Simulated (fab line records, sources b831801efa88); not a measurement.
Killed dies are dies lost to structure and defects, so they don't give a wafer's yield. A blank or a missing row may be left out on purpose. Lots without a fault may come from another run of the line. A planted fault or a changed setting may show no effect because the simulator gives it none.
Problem report in the 8D (eight disciplines) form, filled by code | flow sky130 | the parts of the form that need people (team, actions taken, sign-off) are left out

1. THE PROBLEM
SD_P_TW at SKY_SD_P_TW_MEAS_11 reads a mean of 2560 on 6 wafers of 2 lots; wafers without a fault read 2839 with a standard deviation of 27. That is -10 standard deviations from the usual mean.
First seen on wafer L393.1, day 28 00:31, on film_metro-02. The record holds 33 wafers of 11 lots with a number at this step. Rule for "out", or "out of limits": more than 4 standard deviations from the usual mean. The other wafers with a number count as sound.

2. WHAT IT IS AND WHAT IT IS NOT
question                    | is                     | is not
which readings at this step | SD_P_TW                | -
which lots                  | L393, L395             | L385, L386, L400, L401, L403, L404, L405, L407, L408
which wafers of those lots  | all that have a number | -
read on which gauges        | film_metro-02          | film_metro-01, film_metro-04
when                        | from day 28 00:31      | up to then (6 sound wafers); but 21 sound wafers of L400, L401, L403, L404, L405, L407, L408 came after

3. SUSPECTS, AND WHAT RULES EACH OUT
Counting: a tool at a process step up to the reading stays a suspect if it ran every lot that is out and no sound lot after the first of them.
- the gauge at SKY_SD_P_TW_MEAS_11: ruled out. All the wafers that are out were read on film_metro-02, but those of them that SKY_SD_P_IMPLANT_09 has rows for are out there too, on other tools.
- implanter-04 at SKY_SD_P_IMPLANT_09: ruled out as a lasting fault. Sound lots L404, L407, L408 ran on it after its first lot that is out, L393 (day 28 00:16).
Left after counting: nothing in the record.

4. THE CAUSE (what the simulator had put in)
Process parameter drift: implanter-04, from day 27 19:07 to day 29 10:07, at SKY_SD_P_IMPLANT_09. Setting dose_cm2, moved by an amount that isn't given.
Counting ruled it out, wrongly: the rule takes a fault to strike every lot that its tool runs from its start on, and this one did not.

5. THE CHAIN OF EFFECTS, in route order
Each row: a reading whose mean over the struck wafers that have a number lies more than 3 standard deviations from the usual. Only readings for which the record gives a usual standard deviation are gone through. hours: the time from each lot's start at the first step in this table that gives one to its start at this step, as a median over the lots. sigmas: the change in usual standard deviations.
hours | step                | reading                  | usual        | on struck wafers | change      | sigmas
0     | SKY_SD_P_IMPLANT_09 | beam_on_s                | 15.5 s       | 10.0             | -5.5        | -5.5
0     | SKY_SD_P_IMPLANT_09 | dose_ions_cm2            | 3.0006e+15   | 1.8723e+15       | -1.1283e+15 | -99 or more
0     | SKY_SD_P_STRIP_10   | oes_product_au           | 0.616 a.u.   | 0.639            | +0.023      | +5.2
0     | SKY_SD_P_STRIP_10   | strip_time_to_endpoint_s | 17.37 s      | 16.45            | -0.92       | -18
0     | SKY_SD_P_TW_MEAS_11 | SD_P_TW                  | 2839         | 2560             | -279        | -10
55    | SKY_SD_N_RS_MEAS_17 | SD_P_RS                  | 146.7 ohm/sq | 154.7            | +8.0        | +25
The process steps in it:
- SKY_SD_P_IMPLANT_09
- SKY_SD_P_STRIP_10: strips in O2/N2.
Later measuring or inspecting steps at which every struck wafer that the step has a row for has a number for every such reading, and none has moved that far: SKY_METAL1_CD_MEAS_15, SKY_VIA1_THK_MEAS_01.

6. WHAT WOULD HAVE CAUGHT IT SOONER
In this record the first reading out of limits at a measuring or inspecting step was taken at day 28 00:31, 5 hours after the fault began at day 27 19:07.
The tool's own readings at SKY_SD_P_IMPLANT_09 were out on every struck wafer that the step has a row for (beam_on_s, dose_ions_cm2): an alarm limit on them would have fired on the first of those.
